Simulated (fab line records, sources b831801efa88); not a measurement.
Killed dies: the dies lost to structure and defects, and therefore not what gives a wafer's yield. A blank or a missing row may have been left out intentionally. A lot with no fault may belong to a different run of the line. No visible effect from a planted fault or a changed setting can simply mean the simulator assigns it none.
fab line records | flow sky130
[record] lots = 7 wafers = 21 lastDay = 51
route steps=708 shown POLY_GATE@236 LDD_N@237
lots that met no fault: taken from a fault-free run of the same line
startH: start of the lot's first displayed wafer, in hours after the record's first day | waitH: how many hours have passed since the lot's step before this one | " unchanged from the row above | L1.1+2: one row covering several wafers at once | - value missing, or start not given | * or withheld: withheld | < > ~ a bound
route shown NAME@n: names a module that has steps shown in the file, with the first one's number in the route | usual: mean and standard deviation over wafers with no fault | same: alike in all rows | chamber/n: place in a boat | sites: readings site by site | _std_site: standard deviation across them | _edge_site: outer sites' mean less inner sites' | radiusMm: how far each site lies from the wafer's centre | mask NAME#n: copy n | behind: tool/chamber where the wafer was last shaped | hold: reason for holding the lot/hours on hold/outcome of the hold | device: the transistor (n, p or np) that didn't switch | end of line: the same wafers' tests at the end of the route | where a step has no rows: the recipe by itself | killed: dies that structure and defects cost at the first sort, which is not the same as the wafer's yield | map: a wafer's dies, marking killed ones x, the rest . and places with no die _
set.NAME: the setting the step ran with; set.NAME@STEP: the setting that earlier step ran with | model.NAME: the simulator's own value behind a step, which no gauge read
a table for each step, a row for each wafer; lots at some steps of the route
services: the hour from which a tool's chamber was out of use, counted from the record's first day as startH (under 0 if before that day), plus the number of hours and why
[[steps]]
[step SKY_POLY_GATE_CD_MEAS_22]
[usual] cdNm = 149.8/2.1
// columns lot.wafer tool chamber startH waitH cdNm
L700.2 cdSem-01 - 404.32 0.1 153.8
L700.3 " - " " 151.7
L700.6 " - " " 152.4
L712.2 cdSem-01 - 511.38 0.1 146.7
L712.3 " - " " 144.0
L712.6 " - " " 145.4
L713.2 cdSem-02 - 511.73 0.1 150.4
L713.3 " - " " 149.3
L713.5 " - " " 150.4
L714.1 cdSem-02 - 522.80 0.1 150.3
L714.2 " - " " 152.0
L714.4 " - " " 149.2
L720.3 cdSem-01 - 571.27 0.1 149.3
L720.4 " - " " 146.7
L720.6 " - " " 146.7
L721.1 cdSem-01 - 578.59 0.1 149.2
L721.2 " - " " 149.4
L721.3 " - " " 152.4
L722.2 cdSem-02 - 588.22 0.1 150.1
L722.3 " - " " 154.4
L722.5 " - " " 150.6
[step SKY_LDD_N_DEHYDRATE_00]
[recipe] tempC = 200 timeS = 60
[step SKY_LDD_N_HMDS_01]
[recipe] primeTimeS = 60 primeTempC = 120
[step SKY_LDD_N_COAT_02]
[recipe] resist = NOVOLAK spinRpm = 3000 resistThkNm = 300
[step SKY_LDD_N_SOFTBAKE_03]
[recipe] tempC = 90 timeS = 60 resist = NOVOLAK
[step SKY_LDD_N_EXPOSE_04]
[recipe] maskId = NTM targetCdNm = 840 na = 0.6 sourceShape = conventional sigmaOuter = 0.6 doseMj = 110
[step SKY_LDD_N_PEB_05]
[recipe] tempC = withheld timeS = * resist = NOVOLAK
[step SKY_LDD_N_DEVELOP_06]
[recipe] developTimeS = 60 devTempC = 23
[step SKY_LDD_N_OVL_MEAS_07]
[usual] LDD_N_OVL = 1.1/1.4
// columns lot.wafer tool chamber startH waitH LDD_N_OVL[nm]
L700.2 overlay-02 - 433.80 0.1 -0.6
L700.3 " - " " -1.7
L700.6 " - " " -0.4
L712.2 overlay-02 - 541.30 0.1 -0.3
L712.3 " - " " 0.7
L712.6 " - " " 0.8
L713.2 overlay-01 - 541.97 0.1 -0.9
L713.3 " - " " 0.4
L713.5 " - " " 1.1
L714.1 overlay-01 - 552.80 0.1 2.9
L714.2 " - " " 2.8
L714.4 " - " " 2.9
L720.3 overlay-01 - 600.81 0.1 2.3
L720.4 " - " " 3.3
L720.6 " - " " 3.1
L721.1 overlay-01 - 608.00 0.1 2.2
L721.2 " - " " 1.1
L721.3 " - " " 3.3
L722.2 overlay-01 - 618.00 0.1 -0.1
L722.3 " - " " 1.7
L722.5 " - " " 1.5
[step SKY_LDD_N_IMPLANT_08]
[recipe] species = As energyKev = 20 doseCm2 = 7.5e+13 tiltDeg = withheld rotationDeg = 23
[step SKY_LDD_N_IMPLANT_09]
[recipe] species = As energyKev = 20 doseCm2 = 7.5e+13 tiltDeg = withheld rotationDeg = 113
[step SKY_LDD_N_IMPLANT_10]
[recipe] species = As energyKev = 20 doseCm2 = 7.5e+13 tiltDeg = withheld rotationDeg = 203
[step SKY_LDD_N_IMPLANT_11]
[recipe] species = As energyKev = 20 doseCm2 = 7.5e+13 tiltDeg = withheld rotationDeg = 293
[usual] beamEnergyKeV = 20.000/0.0062 beamOnS = 9.99/0.2
// columns lot.wafer tool chamber startH waitH beamEnergyKeV beamOnS
L700.2 implanter-02 0 434.31 0.1 19.998 10.15
L700.3 " 0 " " 19.996 9.97
L700.6 " 0 " " 19.999 10.22
L712.2 implanter-01 - 541.81 0.1 - -
L712.3 " - " " - -
L712.6 " - " " - -
L713.2 implanter-04 - 542.47 0.1 - -
L713.3 " - " " - -
L713.5 " - " " - -
L714.1 implanter-01 - 553.28 0.1 - -
L714.2 " - " " - -
L714.4 " - " " - -
L720.3 implanter-01 0 601.42 0.1 20.000 9.99
L720.4 " 0 " " 19.992 9.88
L720.6 " 0 " " 19.999 9.86
L721.1 implanter-01 0 608.48 0.1 20.005 9.90
L721.2 " 0 " " 20.017 9.54
L721.3 " 0 " " 20.007 9.74
L722.2 implanter-04 0 618.51 0.1 20.010 10.18
L722.3 " 0 " " 20.007 10.32
L722.5 " 0 " " 20.005 9.84
[step SKY_LDD_N_IMPLANT_12]
[recipe] species = BF2 energyKev = 50 doseCm2 = 5e+12 tiltDeg = 30 rotationDeg = 0
[step SKY_LDD_N_IMPLANT_13]
[recipe] species = BF2 energyKev = 50 doseCm2 = 5e+12 tiltDeg = 30 rotationDeg = 90
[step SKY_LDD_N_IMPLANT_14]
[recipe] species = BF2 energyKev = 50 doseCm2 = 5e+12 tiltDeg = 30 rotationDeg = 180
[step SKY_LDD_N_IMPLANT_15]
[recipe] species = BF2 energyKev = 50 doseCm2 = 5e+12 tiltDeg = 30 rotationDeg = 270
[step SKY_LDD_N_STRIP_16]
[recipe] chemistry = O2/N2 powerW = 1400 pressureMtorr = 1500 platenTempC = withheld o2FlowSccm = 3000 n2FlowSccm = 300 overashFraction = 0.5
[usual] drypumpMotorCurrentA = 6.0/0.47 oesProductAu = 0.407/0.0047 stripTimeToEndpointS = 4.315/0.015
// columns lot.wafer tool chamber startH waitH drypumpMotorCurrentA oesProductAu rfHoursCounterH stripTimeToEndpointS
L700.2 plasmaAsher-01 1 435.03 0.1 6.5 0.414 33 4.330
L700.3 " 0 " " 6.4 0.405 - 4.307
L700.6 " 1 " " 6.5 0.398 - 4.331
L712.2 plasmaAsher-04 0 542.53 0.1 5.5 0.407 86 4.131
L712.3 " 1 " " 5.7 0.408 - 4.117
L712.6 " 1 " " 5.6 0.410 - 4.127
L713.2 plasmaAsher-01 0 543.20 0.1 6.4 0.406 44 4.125
L713.3 " 1 " " 6.5 0.408 - 4.133
L713.5 " 0 " " 6.4 0.408 - 4.130
L714.1 plasmaAsher-01 0 554.03 0.1 6.4 0.408 45 4.124
L714.2 " 1 " " 6.4 0.413 45 4.123
L714.4 " 1 " " 6.4 0.406 - 4.129
L720.3 plasmaAsher-03 1 602.16 0.1 6.4 0.402 - 4.304
L720.4 " 0 " " 5.4 0.404 - 4.276
L720.6 " 0 " " 5.3 0.398 - 4.320
L721.1 plasmaAsher-03 0 609.23 0.1 5.3 0.405 76 4.345
L721.2 " 1 " " 6.4 0.404 76 4.332
L721.3 " 1 " " 6.4 0.400 - 4.338
L722.2 plasmaAsher-03 0 619.23 0.1 5.3 0.412 76 4.286
L722.3 " 0 " " 5.3 0.405 - 4.306
L722.5 " 1 " " 6.4 0.402 - 4.289
[step SKY_LDD_N_TW_MEAS_17]
[usual] LDD_N_TW = 2583/27
// columns lot.wafer tool chamber startH waitH LDD_N_TW
L700.2 filmMetro-03 - 435.14 0.1 2587
L700.3 " - " " 2602
L700.6 " - " " 2599
L712.2 filmMetro-03 - 542.64 0.1 2466
L712.3 " - " " 2448
L712.6 " - " " 2447
L713.2 filmMetro-02 - 543.31 0.1 2486
L713.3 " - " " 2471
L713.5 " - " " 2473
L714.1 filmMetro-03 - 554.13 0.1 2464
L714.2 " - " " 2456
L714.4 " - " " 2450
L720.3 filmMetro-02 - 602.24 0.1 2614
L720.4 " - " " 2628
L720.6 " - " " 2612
L721.1 filmMetro-01 - 609.33 0.1 2551
L721.2 " - " " 2547
L721.3 " - " " 2557
L722.2 filmMetro-01 - 619.34 0.1 2543
L722.3 " - " " 2562
L722.5 " - " " 2555
[[services]]
// columns tool chamber startH hours kind
implanter-01 - 494.59 4.0 repair
plasmaAsher-01 - 499.69 2.2 repair
implanter-04 - 500.56 2.7 repair
plasmaAsher-04 - 508.81 2.3 repair
implanter-02 - 542.53 23.8 pm
implanter-01 - 567.56 5.9 pm
plasmaAsher-01 - 568.57 0.5 repair
plasmaAsher-04 - 585.79 2.8 pm
implanter-02 - 597.97 15.9 repair
[[key]]
[firstSign] step = SKY_LDD_N_IMPLANT_11 reading = toolRecord direction = missing
[effect] step = SKY_LDD_N_STRIP_16 reading = stripTimeToEndpointS direction = down sigmas = 12 usual = * struck = *
[effect] step = SKY_LDD_N_TW_MEAS_17 reading = LDD_N_TW direction = down sigmas = 4.5 usual = 2583 struck = 2462
metAt SKY_LDD_N_IMPLANT_11
struckWafers L712.2,L712.3,L712.6,L713.2,L713.3,L713.5,L714.1,L714.2,L714.4
laterRowsLeftOut L712.2,L712.3,L712.6,L713.2,L713.3,L713.5,L714.1,L714.2,L714.4
sortLeftOut L712.2,L712.3,L712.6,L713.2,L713.3,L713.5,L714.1,L714.2,L714.4
testerLeftOut L712,L713,L714
[fault] kind = skippedStepWhole tool = implanter-01,implanter-04 chamber = - onsetH = 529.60 steps = SKY_LDD_N_IMPLANT_11 scope = struckLotsOnly
// testerLeftOut: of these lots the tester's yield and bins aren't shown, on N5 and GAA mostly nor the transistor test; their killed dies are dies lost to structure and defects alone, not to doping, threshold or leakage, so they don't give the yield
// sortLeftOut: the simulated sort isn't trusted on such a fault, so these wafers' sort isn't shown, and their yield isn't known
// laterRowsLeftOut: the simulator's readings of these wafers behind a module that went badly wrong aren't trusted and aren't shown, but for the sort
